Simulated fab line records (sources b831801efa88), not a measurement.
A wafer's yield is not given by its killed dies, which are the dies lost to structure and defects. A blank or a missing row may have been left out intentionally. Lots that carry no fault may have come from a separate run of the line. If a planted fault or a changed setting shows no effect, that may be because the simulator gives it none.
fab line records	flow sky130
record lots=6	wafers=18	last_day=48
route steps=708 shown METAL5@664 PASSIVATION@681 PAD_OPEN@694
lots with no fault: from the same line, run without faults
start_h: hours from the record's opening day to when the first of the lot's shown wafers began	wait_h: how many hours have passed since the lot's step before this one	" repeats the value in the row above	L1.1+2: several wafers, shown together as one row	- either no value or no given start	* or withheld: withheld	< > ~ a bound
route shown NAME@n: NAME is a module with steps in the file, n the number in the route of the first one	usual: mean/standard deviation of fault-free wafers	same: alike in all rows	chamber/n: place in a boat	sites: readings site by site	_std_site: their standard deviation	_edge_site: inner sites' mean taken away from outer sites' mean	radius_mm: for every site, how far away it sits from the centre of the wafer	mask NAME#n: copy n	behind: tool/chamber where the wafer was last shaped	hold: cause of the lot's hold/its duration in hours/its outcome	device: which transistor (n, p or np) failed to switch	end of line: the tests these same wafers got at the end of their route	step lacking rows: just its recipe	killed: dies lost to structure and defects at the first sort, not the wafer's yield	map: per-die view of a wafer (x killed, . not killed, _ where there is no die)
set.NAME: the setting as run; set.NAME@STEP: as run at that earlier step	model.NAME: the simulator's own value behind a step, which no gauge read
lots seen at some steps along the route; tables by step, rows by wafer
services: the hour from which a tool's chamber was out of use, counted from the record's first day as start_h (under 0 if before that day), plus the number of hours and why
## steps
# step SKY_METAL5_SPUTTER_03
# recipe material=Ti	target_thk_nm=5	power_w=3000	time_s=3.3	chamber_pressure_pa=0.4
# usual throttle_valve_pct=29.9/0.81
lot.wafer	tool	chamber	start_h	wait_h	throttle_valve_pct
L424.1	pvd_sputter-02	-	1053.59	0.0	30.3
L424.2	"	-	"	"	30.6
L424.5	"	-	"	"	29.7
L427.2	pvd_sputter-01	-	1055.84	0.0	29.7
L427.3	"	-	"	"	29.1
L427.6	"	-	"	"	31.0
L426.2	pvd_sputter-04	-	1056.50	0.0	28.9
L426.4	"	-	"	"	30.0
L426.5	"	-	"	"	30.2
L429.1	pvd_sputter-04	-	1063.14	0.0	30.3
L429.2	"	-	"	"	28.7
L429.4	"	-	"	"	30.7
L434.1	pvd_sputter-01	-	1088.59	0.0	30.6
L434.2	"	-	"	"	29.6
L434.4	"	-	"	"	30.9
L435.1	pvd_sputter-02	-	1096.07	0.0	30.7
L435.2	"	-	"	"	30.3
L435.4	"	-	"	"	28.5
# step SKY_METAL5_SPUTTER_04
# recipe material=TiN	target_thk_nm=70	power_w=6500	time_s=58.3	chamber_pressure_pa=0.4
# step SKY_METAL5_RS_MEAS_05
# recipe thk_meas_gauge=four-point-probe	reads=TiN_of_METAL5_SPUTTER_04+Ti_of_METAL5_SPUTTER_03+AlCu_of_METAL5_SPUTTER_02+TiN_of_METAL5_SPUTTER_01+Ti_of_METAL5_SPUTTER_00
# usual METAL5_ALCU_RS=0.0271/0.00019
lot.wafer	tool	chamber	start_h	wait_h	METAL5_ALCU_RS[ohm/sq]
L424.1	film_metro-02	-	1053.66	0.0	0.02722
L424.2	"	-	"	"	0.0271
L424.5	"	-	"	"	0.02741
L427.2	film_metro-03	-	1055.93	0.0	0.02737
L427.3	"	-	"	"	0.0274
L427.6	"	-	"	"	0.02768
L426.2	film_metro-02	-	1056.59	0.0	0.02724
L426.4	"	-	"	"	0.02723
L426.5	"	-	"	"	0.02712
L429.1	film_metro-04	-	1063.21	0.0	0.02711
L429.2	"	-	"	"	0.02704
L429.4	"	-	"	"	0.02692
L434.1	film_metro-03	-	1088.66	0.0	0.02673
L434.2	"	-	"	"	0.02664
L434.4	"	-	"	"	0.0268
L435.1	film_metro-03	-	1096.14	0.0	0.02733
L435.2	"	-	"	"	0.02723
L435.4	"	-	"	"	0.02708
# step SKY_METAL5_THK_MEAS_06
# recipe thk_meas_gauge=xrf	reads=AlCu_of_METAL5_SPUTTER_02
# usual METAL5_ALCU_THK=1163/11
lot.wafer	tool	chamber	start_h	wait_h	METAL5_ALCU_THK[nm]
L424.1	film_metro-02	-	1053.78	0.1	1151
L424.2	"	-	"	"	1148
L424.5	"	-	"	"	1141
L427.2	film_metro-03	-	1056.04	0.1	1148
L427.3	"	-	"	"	1154
L427.6	"	-	"	"	1142
L426.2	film_metro-02	-	1056.70	0.1	1148
L426.4	"	-	"	"	1156
L426.5	"	-	"	"	1155
L429.1	film_metro-04	-	1063.33	0.1	1161
L429.2	"	-	"	"	1170
L429.4	"	-	"	"	1175
L434.1	film_metro-03	-	1088.78	0.1	1189
L434.2	"	-	"	"	1189
L434.4	"	-	"	"	1190
L435.1	film_metro-03	-	1096.26	0.1	1159
L435.2	"	-	"	"	1166
L435.4	"	-	"	"	1165
# step SKY_METAL5_DEHYDRATE_07
# recipe temp_c=200	time_s=60
# step SKY_METAL5_HMDS_08
# recipe prime_time_s=60	prime_temp_c=120
# step SKY_METAL5_COAT_09
# recipe resist=NOVOLAK	spin_rpm=3000	resist_thk_nm=1800
# step SKY_METAL5_SOFTBAKE_10
# recipe temp_c=90	time_s=60	resist=NOVOLAK
# step SKY_METAL5_EXPOSE_11
# recipe mask_id=MM5	na=0.6	source_shape=conventional	sigma_outer=0.6	polarization=unpolarized	target_cd_nm=1600	dose_mj=190
# step SKY_METAL5_PEB_12
# recipe temp_c=withheld	time_s=*	resist=NOVOLAK
# step SKY_METAL5_DEVELOP_13
# recipe resist=NOVOLAK	developer=TMAH	develop_time_s=60	dev_temp_c=23
# step SKY_METAL5_DESCUM_14
# recipe chemistry=O2	source_power_w=150	bias_power_w=0	pressure_mtorr=10	temp_c=40	time_s=11
# step SKY_METAL5_METAL_ETCH_15
# recipe target_depth_a=12600	stop_on=SiO2	over_etch_frac=0.2	time_s=252	chemistry=Cl2/BCl3	resist_sidewall_deg=86	pressure_mtorr=10	icp_w=900	bias_w=48.5	Cl2_flow_sccm=60	bcl3_flow_sccm=30
# usual drypump_motor_current_A=5.8/0.33	oes_product_au=0.894/0.0051	throttle_valve_pct=22.264/0.0092
lot.wafer	tool	chamber	start_h	wait_h	drypump_motor_current_A	oes_product_au	rf_hours_counter_h	throttle_valve_pct
L424.1	rie_metal-03	1	1074.78	0.0	5.6	0.885	17	22.253
L424.2	"	0	"	"	5.6	0.891	1	22.269
L424.5	"	0	"	"	5.6	0.901	-	22.261
L427.2	rie_metal-03	1	1077.47	0.0	5.6	0.905	17	22.273
L427.3	"	0	"	"	5.6	0.900	-	22.263
L427.6	"	1	"	"	5.6	0.899	-	22.274
L426.2	rie_metal-04	0	1077.88	0.0	5.4	0.888	14	22.264
L426.4	"	0	"	"	5.4	0.891	-	22.257
L426.5	"	0	"	"	5.4	0.887	-	22.271
L429.1	rie_metal-04	1	1083.63	0.0	6.4	0.895	16	22.260
L429.2	"	0	"	"	5.4	0.899	14	22.285
L429.4	"	0	"	"	5.4	0.891	-	22.265
L434.1	rie_metal-03	1	1108.02	0.0	5.6	0.894	20	22.268
L434.2	"	0	"	"	5.6	0.902	4	22.272
L434.4	"	0	"	"	5.6	0.893	-	22.268
L435.1	rie_metal-03	1	1115.57	0.0	5.6	0.897	20	22.268
L435.2	"	0	"	"	5.6	0.890	4	22.262
L435.4	"	1	"	"	5.6	0.891	-	22.250
# step SKY_METAL5_STRIP_16
# recipe chemistry=O2/N2	power_w=1400	pressure_mtorr=1500	platen_temp_c=withheld	o2_flow_sccm=3000	n2_flow_sccm=300	overash_fraction=0.5
# step SKY_METAL5_STRIP_17
# recipe chemistry=post_etch_residue_remover	time_s=1200	temp_c=72.5
# step SKY_METAL5_CLEAN_18
# recipe chemistry=IPA	time_s=180	temp_c=25
# step SKY_METAL5_CLEAN_19
# recipe chemistry=O3/DIW	dry=n2_spin
# step SKY_PASSIVATION_CVD_00
# recipe material=SiO2	target_thk_nm=90	temp_c=400	time_s=withheld	rf_w=600
# step SKY_PASSIVATION_THK_MEAS_01
# recipe reads=SiO2_of_PASSIVATION_CVD_00
# usual PASSIVATION_CVD_00_THK=90.2/1.1
lot.wafer	tool	chamber	start_h	wait_h	PASSIVATION_CVD_00_THK[nm]
L424.1	film_metro-03	-	1075.65	-	89.6
L424.2	"	-	"	"	89.6
L424.5	"	-	"	"	89.6
L427.2	film_metro-01	-	1078.37	-	89.5
L427.3	"	-	"	"	90.1
L427.6	"	-	"	"	89.7
L426.2	film_metro-03	-	1078.79	-	90.0
L426.4	"	-	"	"	90.7
L426.5	"	-	"	"	91.4
L429.1	film_metro-03	-	1084.52	-	90.8
L429.2	"	-	"	"	90.1
L429.4	"	-	"	"	90.7
L434.1	film_metro-01	-	1108.87	-	90.6
L434.2	"	-	"	"	90.3
L434.4	"	-	"	"	91.1
L435.1	film_metro-03	-	1116.42	-	89.7
L435.2	"	-	"	"	89.4
L435.4	"	-	"	"	90.2
# step SKY_PASSIVATION_CVD_02
# recipe material=Si3N4	target_thk_nm=540	temp_c=400	time_s=withheld	rf_w=450
# usual heater_power_w=736/81
lot.wafer	tool	chamber	start_h	wait_h	heater_power_w
L424.1	pecvd-02	2	1075.71	0.1	600
L424.2	"	0	"	"	637
L424.5	"	1	"	"	622
L427.2	pecvd-04	0	1078.42	0.0	748
L427.3	"	2	"	"	789
L427.6	"	2	"	"	848
L426.2	pecvd-02	1	1078.84	0.0	658
L426.4	"	2	"	"	675
L426.5	"	1	"	"	696
L429.1	pecvd-04	1	1084.58	0.1	745
L429.2	"	0	"	"	747
L429.4	"	2	"	"	856
L434.1	pecvd-04	2	1108.93	0.1	819
L434.2	"	0	"	"	707
L434.4	"	2	"	"	862
L435.1	pecvd-01	2	1116.48	0.1	760
L435.2	"	1	"	"	657
L435.4	"	1	"	"	686
# step SKY_PASSIVATION_THK_MEAS_03
# recipe reads=Si3N4_of_PASSIVATION_CVD_02
# usual PASSIVATION_CVD_02_THK=541/6.6
lot.wafer	tool	chamber	start_h	wait_h	PASSIVATION_CVD_02_THK[nm]
L424.1	film_metro-01	-	1075.94	-	532
L424.2	"	-	"	"	535
L424.5	"	-	"	"	544
L427.2	film_metro-03	-	1078.66	-	537
L427.3	"	-	"	"	533
L427.6	"	-	"	"	544
L426.2	film_metro-01	-	1079.07	-	542
L426.4	"	-	"	"	543
L426.5	"	-	"	"	549
L429.1	film_metro-03	-	1084.80	-	539
L429.2	"	-	"	"	541
L429.4	"	-	"	"	547
L434.1	film_metro-03	-	1109.16	-	538
L434.2	"	-	"	"	540
L434.4	"	-	"	"	546
L435.1	film_metro-04	-	1116.71	-	535
L435.2	"	-	"	"	534
L435.4	"	-	"	"	539
# step SKY_PASSIVATION_DEHYDRATE_04
# recipe temp_c=200	time_s=60
# step SKY_PASSIVATION_HMDS_05
# recipe prime_time_s=60	prime_temp_c=120
# step SKY_PASSIVATION_COAT_06
# recipe spin_rpm=2000	resist_thk_nm=3000
# step SKY_PASSIVATION_SOFTBAKE_07
# recipe temp_c=110	time_s=withheld
# step SKY_PASSIVATION_EXPOSE_08
# recipe mask_id=NSM	target_cd_nm=3000	na=0.57	dose_mj=260
# step SKY_PASSIVATION_PEB_09
# recipe temp_c=115	time_s=withheld
# step SKY_PASSIVATION_DEVELOP_10
# recipe develop_time_s=60	dev_temp_c=23
# step SKY_PASSIVATION_ETCH_11
# recipe chemistry=CF4/O2	target_depth_nm=725	stop_on=AlCu	source_w=800	bias_w=150	pressure_mtorr=150	cf4_flow_sccm=80	O2_flow_sccm=10	time_s=161.1
# usual drypump_motor_current_A=5.7/0.46	oes_product_au=0.980/0.0071	throttle_valve_pct=5.965/0.009
lot.wafer	tool	chamber	start_h	wait_h	drypump_motor_current_A	oes_product_au	rf_hours_counter_h	throttle_valve_pct
L424.1	rie_diel-03	1	1096.60	-	5.3	0.970	9	5.967
L424.2	"	3	"	"	6.4	0.977	22	5.975
L424.5	"	0	"	"	4.7	0.978	-	5.970
L427.2	rie_diel-04	1	1098.99	-	6.1	0.976	21	5.966
L427.3	"	2	"	"	6.0	0.970	20	5.971
L427.6	"	2	"	"	6.0	0.987	-	5.967
L426.2	rie_diel-04	0	1100.10	-	6.2	0.983	10	5.976
L426.4	"	3	"	"	5.7	0.980	21	5.962
L426.5	"	0	"	"	6.3	0.983	-	5.948
L429.1	rie_diel-01	2	1104.00	-	5.7	0.975	14	5.962
L429.2	"	3	"	"	6.0	0.981	6	5.972
L429.4	"	1	"	"	5.4	0.993	18	5.975
L434.1	rie_diel-04	0	1129.50	-	6.2	0.978	12	5.965
L434.2	"	2	"	"	6.0	0.979	22	5.968
L434.4	"	1	"	"	6.1	0.980	22	5.976
L435.1	rie_diel-03	3	1136.19	-	6.4	0.972	23	5.973
L435.2	"	2	"	"	5.0	0.972	8	5.968
L435.4	"	0	"	"	4.7	0.976	21	5.953
# step SKY_PASSIVATION_STRIP_12
# recipe chemistry=O2/N2	power_w=1400	pressure_mtorr=1500	platen_temp_c=withheld	overash_fraction=0.7	o2_flow_sccm=3000	n2_flow_sccm=300
# usual drypump_motor_current_A=5.5/0.39	o2_flow_sccm=2999/8.5	oes_product_au=0.661/0.0044	strip_time_to_endpoint_s=31.44/0.12
lot.wafer	tool	chamber	start_h	wait_h	drypump_motor_current_A	o2_flow_sccm	oes_product_au	rf_hours_counter_h	strip_time_to_endpoint_s
L424.1	plasma_asher-04	1	1096.71	0.1	5.6	3007	0.657	4	31.57
L424.2	"	0	"	"	6.1	3017	0.659	4	31.58
L424.5	"	0	"	"	6.1	3000	0.659	-	31.66
L427.2	plasma_asher-04	1	1099.10	0.1	5.7	2993	0.663	4	31.12
L427.3	"	1	"	"	5.7	3002	0.664	-	31.34
L427.6	"	1	"	"	5.7	2993	0.656	-	31.22
L426.2	plasma_asher-02	1	1100.21	0.1	5.2	3000	0.661	34	31.59
L426.4	"	0	"	"	5.6	3002	0.663	-	31.40
L426.5	"	1	"	"	5.1	2996	0.659	-	31.60
L429.1	plasma_asher-04	1	1104.11	0.1	5.7	2977	0.665	5	31.40
L429.2	"	0	"	"	6.2	2999	0.662	5	31.42
L429.4	"	1	"	"	5.7	2992	0.658	-	31.31
L434.1	plasma_asher-04	1	1129.61	0.1	5.7	2999	0.661	7	31.34
L434.2	"	0	"	"	6.1	2999	0.662	7	31.38
L434.4	"	0	"	"	6.1	2989	0.666	-	31.48
L435.1	plasma_asher-03	0	1136.30	0.1	5.4	3002	0.659	104	31.47
L435.2	"	1	"	"	5.0	2992	0.665	104	31.23
L435.4	"	0	"	"	5.4	3001	0.656	-	31.47
# step SKY_PAD_OPEN_DEHYDRATE_00
# recipe temp_c=200	time_s=60
# step SKY_PAD_OPEN_HMDS_01
# recipe prime_time_s=60	prime_temp_c=120
# step SKY_PAD_OPEN_COAT_02
# recipe spin_rpm=2000	resist_thk_nm=3000
# step SKY_PAD_OPEN_SOFTBAKE_03
# recipe temp_c=110	time_s=withheld
# step SKY_PAD_OPEN_EXPOSE_04
# recipe mask_id=PDM	target_cd_nm=60000	na=0.57	dose_mj=260
# step SKY_PAD_OPEN_PEB_05
# recipe temp_c=115	time_s=withheld
# step SKY_PAD_OPEN_DEVELOP_06
# recipe develop_time_s=60	dev_temp_c=23
# step SKY_PAD_OPEN_ETCH_07
# recipe chemistry=CF4/O2	target_depth_nm=725	stop_on=AlCu	source_w=800	bias_w=150	pressure_mtorr=150	cf4_flow_sccm=80	O2_flow_sccm=10	time_s=161.1
# step SKY_PAD_OPEN_STRIP_08
# recipe chemistry=O2/N2	power_w=1400	pressure_mtorr=1500	platen_temp_c=withheld	overash_fraction=0.7	o2_flow_sccm=3000	n2_flow_sccm=300
# usual drypump_motor_current_A=5.4/0.38	o2_flow_sccm=2999/9.2	oes_product_au=0.663/0.0047
lot.wafer	tool	chamber	start_h	wait_h	drypump_motor_current_A	o2_flow_sccm	oes_product_au	rf_hours_counter_h
L424.1	plasma_asher-03	0	1116.60	0.1	5.4	2985	0.661	103
L424.2	"	1	"	"	4.9	2996	0.663	103
L424.5	"	0	"	"	5.4	3010	0.671	-
L427.2	plasma_asher-03	1	1119.20	0.1	4.9	2988	0.658	103
L427.3	"	0	"	"	5.5	3007	0.663	-
L427.6	"	0	"	"	5.4	3006	0.657	-
L426.2	plasma_asher-01	1	1120.80	0.1	5.5	2993	0.665	69
L426.4	"	0	"	"	5.1	2981	0.667	-
L426.5	"	1	"	"	5.5	2997	0.663	-
L429.1	plasma_asher-01	1	1124.60	0.1	5.6	2989	0.658	70
L429.2	"	0	"	"	5.1	3004	0.657	70
L429.4	"	1	"	"	5.6	3017	0.657	-
L434.1	plasma_asher-03	1	1148.45	0.1	4.9	3002	0.660	106
L434.2	"	0	"	"	5.5	2992	0.654	106
L434.4	"	0	"	"	5.5	3013	0.663	-
L435.1	plasma_asher-03	0	1155.10	0.1	5.5	2994	0.661	106
L435.2	"	1	"	"	5.0	3006	0.670	106
L435.4	"	1	"	"	5.0	3012	0.665	-
# step SKY_PAD_OPEN_STRIP_09
# recipe chemistry=post_etch_residue_remover	time_s=1200	temp_c=72.5
# step SKY_PAD_OPEN_CLEAN_10
# recipe chemistry=IPA	time_s=180	temp_c=25
# step SKY_PAD_OPEN_CLEAN_11
# recipe chemistry=O3/DIW	dry=n2_spin
# step SKY_PAD_OPEN_PROBE_99
# usual defect_limited_yield=82.2/1.9	killed_at_M0_to_M3=43/6.5	killed_at_M4_up=3.5/1.9	killed_at_contacts=24/5.4	killed_at_front_end=16/4.8	killed_at_other=0.4/0.64	killed_dies=87/9.4	killed_open=47/7	killed_short=40/6.3	sort_bin_3_pad_short=0.9/0.4	sort_bin_5_function=10.5/1.4	sort_bin_6_memory=6.3/1.1	sort_n_pass=405/9.4	sort_yield_pct=82.2/1.9
# same gross_dies=492	killed_at_back_side=0	sort_bin_4_leakage[%]=0	sort_bin_8_speed[%]=0
lot.wafer	tool	chamber	start_h	wait_h	defect_limited_yield[%]	killed_at_M0_to_M3	killed_at_M4_up	killed_at_contacts	killed_at_front_end	killed_at_other	killed_dies	killed_open	killed_short	sort_bin_3_pad_short[%]	sort_bin_5_function[%]	sort_bin_6_memory[%]	sort_n_pass	sort_yield_pct[%]	model.etest.tester.sort_n_pass	model.etest.tester.sort_yield_pct	model.etest.tester.sort_bin_5_pct	model.etest.tester.sort_bin_3_pct
L424.1	prober-01	-	1118.85	0.1	83.5	36	2	27	15	1	81	42	39	0.8	9.1	6.5	411	83.5	411	83.54	9.146	0.813
L424.2	prober-01	-	1118.90	0.1	82.9	38	2	23	19	2	84	41	41	1.4	8.9	6.7	408	82.9	408	82.93	8.943	1.423
L424.5	prober-01	-	1119.05	0.2	83.7	33	7	23	17	0	80	37	43	1.0	10.0	5.3	412	83.7	412	83.74	9.959	1.016
L427.2	prober-02	-	1121.46	0.1	82.3	44	6	16	21	0	87	42	45	1.6	11.2	4.9	405	82.3	405	82.32	11.18	1.626
L427.3	prober-02	-	1121.51	0.2	79.7	42	7	27	24	0	100	47	53	2.0	10.6	7.7	392	79.7	392	79.67	10.57	2.033
L427.6	prober-02	-	1121.66	0.2	85.6	39	2	17	13	0	71	39	32	0.4	8.3	5.7	421	85.6	421	85.57	8.333	0.4065
L426.2	prober-01	-	1123.06	0.1	82.3	49	3	18	17	0	87	57	28	0.8	9.8	7.1	405	82.3	405	82.32	9.756	0.813
L426.4	prober-01	-	1123.16	0.2	80.5	46	5	17	28	0	96	50	44	1.0	11.4	7.1	396	80.5	396	80.49	11.38	1.016
L426.5	prober-01	-	1123.21	0.2	79.9	41	6	29	22	1	99	51	45	1.2	11.8	7.1	393	79.9	393	79.88	11.79	1.22
L429.1	prober-02	-	1126.81	0.1	85.4	37	3	17	15	0	72	38	34	0.6	8.3	5.7	420	85.4	420	85.37	8.333	0.6098
L429.2	prober-02	-	1126.86	0.1	82.9	40	2	25	16	1	84	46	38	1.2	11.2	4.7	408	82.9	408	82.93	11.18	1.22
L429.4	prober-02	-	1126.96	0.2	80.7	44	7	28	16	0	95	54	40	1.2	10.8	7.3	397	80.7	397	80.69	10.77	1.22
L434.1	prober-02	-	1150.66	0.1	73.2	47	39	18	28	0	132	53	42	2.8	17.3	6.7	360	73.2	360	73.17	17.28	2.846
L434.2	prober-02	-	1150.71	0.1	81.9	47	6	21	15	0	89	46	43	0.8	11.0	6.3	403	81.9	403	81.91	10.98	0.813
L434.4	prober-02	-	1150.81	0.2	79.7	43	4	29	22	2	100	49	51	0.8	10.4	9.1	392	79.7	392	79.67	10.37	0.813
L435.1	prober-01	-	1157.31	0.1	74.4	53	43	24	5	1	126	53	35	3.7	14.2	7.7	366	74.4	366	74.39	14.23	3.659
L435.2	prober-01	-	1157.36	0.1	79.1	52	5	33	13	0	103	57	46	1.4	12.0	7.5	389	79.1	389	79.06	11.99	1.423
L435.4	prober-01	-	1157.46	0.2	79.5	32	37	22	10	0	101	33	33	1.6	12.8	6.1	391	79.5	391	79.47	12.8	1.626
# killed by level:class
L424.1 CONTACT:geometric_particle:open=13 VIA1:geometric_particle:open=7 CONTACT:geometric_particle:short=6 LI_CONTACT:geometric_particle:open=5 FIELD_ISO:geometric_particle:open=4 POLY_GATE:geometric_particle:short=4 VIA2:geometric_particle:open=4 METAL3:geometric_particle:short=4
L424.2 VIA2:geometric_particle:open=11 LOCAL_INTERCONNECT:geometric_particle:short=9 CONTACT:geometric_particle:open=7 METAL1:geometric_particle:short=5 LI_CONTACT:geometric_particle:open=5 METAL2:geometric_particle:short=5 VIA2:geometric_particle:short=5 VIA3:geometric_particle:open=5
L424.5 VIA1:geometric_particle:open=6 LI_CONTACT:geometric_particle:open=5 LOCAL_INTERCONNECT:geometric_particle:short=5 CONTACT:geometric_particle:short=5 CONTACT:geometric_particle:open=5 VIA2:geometric_particle:short=5 METAL4:geometric_particle:short=5 FIELD_ISO:geometric_particle:open=4
L427.2 VIA1:geometric_particle:open=10 VIA1:geometric_particle:short=8 POLY_GATE:geometric_particle:open=7 VIA2:geometric_particle:open=6 METAL1:geometric_particle:short=5 FIELD_ISO:geometric_particle:short=4 POLY_GATE:geometric_particle:short=4 VIA2:geometric_particle:short=4
L427.3 VIA1:geometric_particle:open=12 CONTACT:geometric_particle:short=8 METAL1:geometric_particle:short=8 VIA1:geometric_particle:short=8 FIELD_ISO:geometric_particle:open=7 LI_CONTACT:geometric_particle:open=7 POLY_GATE:geometric_particle:open=6 CONTACT:geometric_particle:open=5
L427.6 VIA3:geometric_particle:open=10 VIA1:geometric_particle:open=7 VIA2:geometric_particle:open=7 FIELD_ISO:geometric_particle:short=6 LI_CONTACT:geometric_particle:open=6 CONTACT:geometric_particle:short=4 VIA1:geometric_particle:short=4 CONTACT:geometric_particle:open=3
L426.2 CONTACT:geometric_particle:open=10 METAL1:geometric_particle:short=9 VIA1:geometric_particle:open=9 VIA3:geometric_particle:open=8 VIA2:geometric_particle:open=7 LI_CONTACT:geometric_particle:open=6 FIELD_ISO:geometric_particle:open=4 FIELD_ISO:geometric_particle:short=4
L426.4 VIA1:geometric_particle:open=11 FIELD_ISO:geometric_particle:open=8 CONTACT:geometric_particle:open=6 METAL2:geometric_particle:short=6 FIELD_ISO:geometric_particle:short=5 VIA1:geometric_particle:short=5 METAL1:geometric_particle:short=5 VIA3:geometric_particle:short=4
L426.5 CONTACT:geometric_particle:short=9 VIA2:geometric_particle:open=9 CONTACT:geometric_particle:open=8 VIA3:geometric_particle:open=8 FIELD_ISO:geometric_particle:open=7 METAL4:geometric_particle:short=6 POLY_GATE:geometric_particle:open=5 LI_CONTACT:geometric_particle:open=5
L429.1 VIA1:geometric_particle:open=9 VIA2:geometric_particle:open=8 CONTACT:geometric_particle:open=8 FIELD_ISO:geometric_particle:short=6 LI_CONTACT:geometric_particle:open=5 VIA3:geometric_particle:open=5 VIA2:geometric_particle:short=4 LOCAL_INTERCONNECT:geometric_particle:short=3
L429.2 LI_CONTACT:geometric_particle:open=11 POLY_GATE:geometric_particle:short=7 CONTACT:geometric_particle:open=7 VIA1:geometric_particle:open=7 VIA2:geometric_particle:open=6 METAL2:geometric_particle:short=6 METAL1:geometric_particle:short=5 FIELD_ISO:geometric_particle:open=3
L429.4 CONTACT:geometric_particle:open=14 VIA1:geometric_particle:open=8 METAL2:geometric_particle:short=7 LI_CONTACT:geometric_particle:open=6 VIA1:geometric_particle:short=6 VIA3:geometric_particle:open=6 VIA2:geometric_particle:open=5 SPACER:geometric_particle:open=4
L434.1 METAL5:unspecified=37 FIELD_ISO:geometric_particle:short=11 VIA1:geometric_particle:open=11 LI_CONTACT:geometric_particle:open=7 VIA1:geometric_particle:short=7 VIA2:geometric_particle:open=7 METAL1:geometric_particle:short=6 FIELD_ISO:geometric_particle:open=5
L434.2 VIA1:geometric_particle:open=13 CONTACT:geometric_particle:open=9 METAL1:geometric_particle:short=8 VIA1:geometric_particle:short=7 FIELD_ISO:geometric_particle:short=5 LI_CONTACT:geometric_particle:open=5 VIA3:geometric_particle:short=4 FIELD_ISO:geometric_particle:open=3
L434.4 VIA1:geometric_particle:open=14 LI_CONTACT:geometric_particle:open=7 CONTACT:geometric_particle:open=7 METAL1:geometric_particle:short=7 POLY_GATE:geometric_particle:short=6 FIELD_ISO:geometric_particle:open=5 CONTACT:geometric_particle:short=5 LOCAL_INTERCONNECT:geometric_particle:short=5
L435.1 METAL5:unspecified=38 VIA2:geometric_particle:open=13 CONTACT:geometric_particle:open=10 VIA1:geometric_particle:open=9 LI_CONTACT:geometric_particle:open=7 METAL1:geometric_particle:short=7 VIA3:geometric_particle:open=7 METAL4:geometric_particle:short=5
L435.2 CONTACT:geometric_particle:open=15 VIA1:geometric_particle:open=10 VIA2:geometric_particle:open=9 METAL2:geometric_particle:short=8 LI_CONTACT:geometric_particle:open=5 LOCAL_INTERCONNECT:geometric_particle:short=5 METAL1:geometric_particle:short=5 CONTACT:geometric_particle:short=5
L435.4 METAL5:unspecified=35 CONTACT:geometric_particle:open=9 VIA3:geometric_particle:short=5 METAL1:geometric_particle:short=5 VIA3:geometric_particle:open=5 FIELD_ISO:geometric_particle:short=4 LI_CONTACT:geometric_particle:open=4 LOCAL_INTERCONNECT:geometric_particle:short=4
# map L434.1 (x killed, . not)
__________...x......_________
________.x...x...x...x_______
______...x.xxx....x...x._____
_____...........xx.......____
____x....xxxx.............___
___....x.x.........x.......__
__.x......................x._
_x.......x....x..x........x..
_..x....xx....x....xxx.......
_x..xx..........x...xx.xx....
_..x..xx............x...x.xx.
_xx.x.xx.x..............xx..x
_.x......x.....x.......xxxxxx
_..xx....x...........xxxxxxxx
_........xx.x...x.x...xxxxxxx
__.xx...........x.....xxxxxx_
___............x...x.x.xxxx__
____...x...xx.......x.xxxx___
_____.xx.x.xx.x......xxxx____
______...........x....xx_____
________.....x...xx..._______
__________.......x.._________
# map L435.1 (x killed, . not)
__________.........._________
________.....x......x._______
______.x...x..x.x...x..._____
_____..xx.......x........____
____x.x.x...........x.x...___
___..x............x....x...__
__.....................x..x._
_..x...x.x.xx...x..x.x....xx.
_...x....x..xx..x.....x......
_x.......x........x...x..x.x.
_.......x....x........x.x....
_x.....x.....x....x..x.xxxx.x
_.............x.........xxxx.
_x.....x..x....x......xxxxxxx
_x.x..x........xx.....xxxxxxx
__....x......x..x.x..xxxxxxx_
___x........x..x.x...x.xxxx__
____....x....x..x.x....x.x___
_____....x......xx.x...xx____
______..x..x...x.xxx.x.._____
________.x.....x......_______
__________..x......._________
## services
tool	chamber	start_h	hours	kind
rie_metal-03	0	1037.80	-	clean
rie_metal-03	0	1037.80	22.1	scheduled_down
rie_metal-03	0	1037.80	22.1	vent_cycle
rie_diel-03	2	1039.05	7.4	repair
plasma_asher-04	-	1039.34	0.6	repair
plasma_asher-04	-	1045.70	1.9	repair
plasma_asher-03	-	1049.81	0.6	repair
pecvd-01	-	1053.22	1.1	repair
plasma_asher-04	-	1055.25	9.0	pm
plasma_asher-04	0	1055.25	9.0	vent_cycle
plasma_asher-04	1	1055.25	9.0	vent_cycle
plasma_asher-01	-	1056.79	20.1	repair
pecvd-04	0	1058.25	9.4	repair
rie_metal-03	-	1081.76	0.7	repair
plasma_asher-02	-	1082.03	0.9	repair
pvd_sputter-02	-	1084.25	1.9	repair
pvd_sputter-01	-	1097.50	1.3	repair
pecvd-02	0	1109.10	6.7	repair
rie_diel-04	1	1113.26	13.3	repair
rie_metal-03	1	1123.01	1.9	repair
plasma_asher-02	-	1143.23	0.8	repair
rie_diel-01	2	1150.95	4.0	repair
plasma_asher-02	-	1153.63	0.9	repair
plasma_asher-01	-	1153.64	2.6	repair
## key
first_sign step=SKY_PAD_OPEN_PROBE_99	reading=killed_at_M4_up	direction=up	sigmas=19	usual=3.5	struck=39.7
effect step=SKY_PAD_OPEN_PROBE_99	reading=sort_bin_3_pad_short	direction=up	sigmas=4.5	usual=0.9	struck=2.7
model_effect step=SKY_PAD_OPEN_PROBE_99	value=etest.tester.sort_n_pass	without=404.3	struck=372.3
met_at SKY_METAL5_METAL_ETCH_15
struck_wafers L434.1,L435.1,L435.4
onset_between 1077.47 1108.02
fault kind=chamber_particle_source	tool=rie_metal-03	chamber=1	onset_h=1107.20	steps=SKY_METAL5_METAL_ETCH_15	rate_per_visit_cm2=0.63837	end_h=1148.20
